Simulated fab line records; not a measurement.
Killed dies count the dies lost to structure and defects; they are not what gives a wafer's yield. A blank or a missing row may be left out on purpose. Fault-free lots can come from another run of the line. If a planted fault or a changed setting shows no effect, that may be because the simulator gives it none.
What tool caused it?    flow gf180mcu    Sampling: 10 lots, 30 wafers, 6 of 602 route steps

## WHAT EACH GAUGE READ, for each wafer
GF_LVPWELL_OVL_MEAS_07.
lot   measured     on          LVPWELL_OVL (nm)
L255  day 4 00:44  overlay-02  -0.3 -0.2 -2.6
L256  day 4 06:42  overlay-01  -0.2 0.2 -0.2
L258  day 4 17:05  overlay-01  -0.5 -0.7 0.1
L263  day 6 09:35  overlay-01  -1.8 -0.3 0.1
L266  day 7 00:20  overlay-02  0.8 0.8 0.3
L271  day 7 23:59  overlay-01  0.9 2.5 0.9
L273  day 8 07:02  overlay-02  0.8 0.3 -0.3
L274  day 8 12:02  overlay-02  2.5 0.7 1.4
L276  day 9 01:51  overlay-02  -0.5 -1.3 -0.7
L277  day 9 05:03  overlay-02  -0.7 1.3 -1.1

GF_HV_LDD_TW_MEAS_38.
lot   measured      on             HV_LDD_3_TW
L255  day 11 17:41  film metro-04  1430 1428 1423
L256  day 12 01:55  film metro-04  1432 1435 1428
L258  day 12 17:04  film metro-04  1430 1432 1434
L263  day 15 02:06  film metro-01  1435 1427 1437
L266  day 15 22:06  film metro-04  1426 1429 1430
L271  day 17 11:59  film metro-03  30 29 30
L273  day 17 18:00  film metro-04  30 30 30
L274  day 17 23:53  film metro-03  30 29 29
L276  day 18 16:35  film metro-01  1440 1443 1441
L277  day 19 02:07  film metro-03  1412 1405 1408

## WHICH TOOL RAN EACH LOT (tool, then ch and the chambers of the sampled wafers, then the start)
lot   GF_NWELL_STRIP_10                    GF_MVSD_STRIP_10                     GF_HV_LDD_STRIP_22                    GF_HV_LDD_STRIP_37
L255  plasma asher-02 ch 0,1, day 3 12:22  plasma asher-04 ch 0,1, day 4 13:49  plasma asher-01 ch 0,1, day 10 22:14  plasma asher-01 ch 0,1, day 11 17:35
L256  plasma asher-03 ch 0,1, day 3 18:17  plasma asher-01 ch 0,1, day 4 19:37  plasma asher-02 ch 0,1, day 11 06:15  plasma asher-03 ch 0,1, day 12 01:48
L258  plasma asher-04 ch 0,1, day 4 04:22  plasma asher-03 ch 0,1, day 5 06:41  plasma asher-01 ch 0,1, day 11 21:18  plasma asher-01 ch 0,1, day 12 16:57
L263  plasma asher-02 ch 0,1, day 5 19:07  plasma asher-04 ch 0,1, day 7 01:26  plasma asher-03 ch 0,1, day 14 04:00  plasma asher-03 ch 0,1, day 15 02:00
L266  plasma asher-03 ch 0,1, day 6 08:47  plasma asher-01 ch 0,1, day 7 16:35  plasma asher-02 ch 0,1, day 14 23:44  plasma asher-02 ch 0,1, day 15 22:00
L271  plasma asher-04 ch 0,1, day 7 08:23  plasma asher-04 ch 0,1, day 8 17:10  plasma asher-03 ch 0,1, day 16 13:11  plasma asher-02 ch 0,1, day 17 11:53
L273  plasma asher-04 ch 0,1, day 7 15:01  plasma asher-04 ch 0,1, day 8 23:37  plasma asher-03 ch 0,1, day 16 18:41  plasma asher-02 ch 0,1, day 17 17:54
L274  plasma asher-04 ch 0,1, day 7 20:22  plasma asher-03 ch 0, day 9 05:04    plasma asher-02 ch 0, day 17 00:18    plasma asher-02 ch 0,1, day 17 23:47
L276  plasma asher-03 ch 0,1, day 8 09:02  plasma asher-03 ch 0,1, day 9 19:44  plasma asher-02 ch 0,1, day 17 16:20  plasma asher-03 ch 0,1, day 18 16:29
L277  plasma asher-03 ch 0,1, day 8 12:43  plasma asher-01 ch 0,1, day 9 23:01  plasma asher-02 ch 0,1, day 18 01:27  plasma asher-03 ch 1, day 19 02:00
- GF_NWELL_STRIP_10: strips in O2/N2.
- GF_MVSD_STRIP_10: strips in O2/N2.
- GF_HV_LDD_STRIP_22: strips in O2/N2.
- GF_HV_LDD_STRIP_37: strips in O2/N2.

## WHAT THE TOOLS THEMSELVES READ (means of the sampled wafers that have a number; where no wafer has one, the mark that the record gives instead)
GF_NWELL_STRIP_10.
lot   tool             chamber pressure mTorr (mTorr)  drypump motor current A (A)  heater power w (W)  oes product au (a.u.)  strip time to endpoint s (s)
L255  plasma asher-02  1500                            6.0                          339                 0.725                  36.91
L256  plasma asher-03  1500                            5.9                          337                 0.721                  36.93
L258  plasma asher-04  1500                            6.0                          294                 0.721                  36.95
L263  plasma asher-02  1501                            5.7                          340                 0.716                  36.69
L266  plasma asher-03  1499                            5.9                          330                 0.720                  37.07
L271  plasma asher-04  1501                            6.0                          291                 0.725                  37.04
L273  plasma asher-04  1499                            6.0                          294                 0.719                  37.13
L274  plasma asher-04  1499                            6.0                          292                 0.725                  36.96
L276  plasma asher-03  1499                            6.3                          363                 0.726                  37.05
L277  plasma asher-03  1500                            6.3                          357                 0.724                  37.03

GF_MVSD_STRIP_10.
lot   tool             chamber pressure mTorr (mTorr)  drypump motor current A (A)  heater power w (W)  oes product au (a.u.)  strip time to endpoint s (s)
L255  plasma asher-04  1500.7                          6.0                          293                 0.724                  36.88
L256  plasma asher-01  1500.6                          6.4                          344                 0.724                  36.87
L258  plasma asher-03  1499.7                          5.9                          335                 0.724                  36.84
L263  plasma asher-04  1501.2                          6.0                          288                 0.728                  37.04
L266  plasma asher-01  1500.9                          6.5                          336                 0.717                  36.87
L271  plasma asher-04  1499.7                          6.0                          289                 0.719                  37.07
L273  plasma asher-04  1499.7                          6.0                          293                 0.722                  36.90
L274  plasma asher-03  1500.8                          5.6                          307                 0.724                  36.87
L276  plasma asher-03  1499.8                          6.3                          358                 0.727                  36.89
L277  plasma asher-01  1500.4                          6.5                          334                 0.724                  36.95

GF_HV_LDD_STRIP_22.
lot   tool             chamber pressure mTorr (mTorr)  drypump motor current A (A)  heater power w (W)  oes product au (a.u.)  strip time to endpoint s (s)
L255  plasma asher-01  1499.4                          6.4                          345                 0.716                  12.59
L256  plasma asher-02  1499.9                          6.0                          338                 0.714                  12.67
L258  plasma asher-01  1499.5                          6.4                          350                 0.712                  12.64
L263  plasma asher-03  1500.8                          6.3                          357                 0.715                  12.67
L266  plasma asher-02  1498.9                          5.7                          340                 0.711                  12.66
L271  plasma asher-03  -                               -                            -                   -                      -
L273  plasma asher-03  -                               -                            -                   -                      -
L274  plasma asher-02  -                               -                            -                   -                      -
L276  plasma asher-02  1499.5                          6.0                          341                 0.720                  12.60
L277  plasma asher-02  1501.4                          6.0                          341                 0.719                  12.61

GF_HV_LDD_STRIP_37.
lot   tool             chamber pressure mTorr (mTorr)  drypump motor current A (A)  heater power w (W)  oes product au (a.u.)  strip time to endpoint s (s)
L255  plasma asher-01  1499.2                          6.4                          350                 0.718                  12.65
L256  plasma asher-03  1500.8                          5.9                          333                 0.715                  12.66
L258  plasma asher-01  1501.0                          6.4                          353                 0.714                  12.70
L263  plasma asher-03  1500.0                          6.3                          365                 0.712                  12.58
L266  plasma asher-02  1499.6                          5.7                          346                 0.718                  12.66
L271  plasma asher-02  1501.2                          6.0                          345                 0.720                  27.55
L273  plasma asher-02  1499.4                          5.6                          341                 0.718                  27.64
L274  plasma asher-02  1499.6                          6.0                          343                 0.723                  27.69
L276  plasma asher-03  1500.0                          5.9                          330                 0.713                  12.63
L277  plasma asher-03  1499.1                          6.6                          390                 0.721                  12.68

## THE ANSWER, worked out from the rows above alone
Rule: the lots themselves supply what counts as usual. The widest of any qualifying gaps counts: lots, ordered by their means at a reading, are off when they make up no more than a third of the lots, leave a main group of 4 or more, and stand apart from it by 3 or more times the standard deviation of that group's means. A main group is skipped when, at the precision printed for the reading in the tables above, its means are all equal. Also off: a lot with no number at a reading for which 4 or more lots have one. All remaining lots with rows at the step are treated as sound. Order of review: gauges by route order, followed by the tools' own readings, for which a lot's mean as printed above is used. The first step at which some lot is off is used, and at that step the reading that is off furthest; a lot without a number counts as furthest.
Off: L271, L273, L274, seen at GF_HV_LDD_TW_MEAS_38 (HV_LDD_3_TW). The main group has a mean of 1429 with a standard deviation of 9.4.
If a tool, at a process step before that reading, ran all the lots that are off and no sound lot after the first of them, it fits. The gauges at GF_HV_LDD_TW_MEAS_38 aren't tried: what is off there is off at GF_HV_LDD_STRIP_22 too, on other tools, and a gauge's error can't cause that. Undecided on this evidence; 2 tools fit (plasma asher-04 at GF_NWELL_STRIP_10, plasma asher-02 at GF_HV_LDD_STRIP_37).

## WHAT WAS PUT IN BY THE SIMULATOR
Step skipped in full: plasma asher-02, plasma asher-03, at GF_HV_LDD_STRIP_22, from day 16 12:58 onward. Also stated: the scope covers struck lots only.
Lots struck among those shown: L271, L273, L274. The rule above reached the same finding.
